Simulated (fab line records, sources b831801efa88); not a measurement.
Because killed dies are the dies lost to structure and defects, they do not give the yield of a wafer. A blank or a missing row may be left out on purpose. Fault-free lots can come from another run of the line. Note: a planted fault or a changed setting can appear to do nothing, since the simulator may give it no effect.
Which tool is to blame? | flow gf180mcu | 6 lots, 17 wafers sampled, at 3 steps of a route of 602

== WHAT THE GAUGES READ, wafer by wafer ==
GF_VT_IMPLANT_TW_MEAS_43.
lot  | measured     | on            | VT_IMPLANT_4_TW
L896 | day 7 17:43  | film-metro-03 | 701 700 697
L898 | day 8 19:27  | film-metro-02 | 689 685 687
L900 | day 9 01:33  | film-metro-03 | 694 693 693
L902 | day 9 16:55  | film-metro-04 | 695 693 696
L904 | day 10 09:56 | film-metro-04 | 697 697 699
L910 | day 11 17:41 | film-metro-03 | 698 694 701 695

== WHICH TOOL RAN EACH LOT (tool, then ch and the chambers of the sampled wafers, then the start) ==
lot  | GF_VT_IMPLANT_IMPLANT_30        | GF_VT_IMPLANT_STRIP_31
L896 | implanter-04 ch 0, day 7 01:02  | plasma-asher-03 ch 0,1, day 7 01:10
L898 | implanter-02 ch 0, day 8 02:23  | plasma-asher-02 ch 0,1, day 8 02:32
L900 | implanter-02 ch 0, day 8 08:40  | plasma-asher-03 ch 0,1, day 8 08:48
L902 | implanter-02 ch 0, day 8 23:37  | plasma-asher-03 ch 0,1, day 8 23:44
L904 | implanter-04 ch 0, day 9 07:02  | plasma-asher-03 ch 0,1, day 9 07:11
L910 | implanter-02 ch 0, day 10 22:51 | plasma-asher-02 ch 0,1, day 10 23:00
- GF_VT_IMPLANT_IMPLANT_30
- GF_VT_IMPLANT_STRIP_31: strips in O2/N2.

== THE ANSWER, worked out from the rows above alone ==
Rule: usual is defined by the lots themselves. The widest of any qualifying gaps counts: lots, ordered by their means at a reading, are off when they make up no more than a third of the lots, leave a main group of 4 or more, and stand apart from it by 3 or more times the standard deviation of that group's means. If all means in a main group match to the digits the tables above print for the reading, that group is not used. A lot without any number at a reading at which 4 lots or more have one is off too. Any other lot the step has rows for is counted as sound.
No lot is off at any reading shown: from this, nothing can be told.

== WHAT HAD BEEN PUT IN BY THE SIMULATOR ==
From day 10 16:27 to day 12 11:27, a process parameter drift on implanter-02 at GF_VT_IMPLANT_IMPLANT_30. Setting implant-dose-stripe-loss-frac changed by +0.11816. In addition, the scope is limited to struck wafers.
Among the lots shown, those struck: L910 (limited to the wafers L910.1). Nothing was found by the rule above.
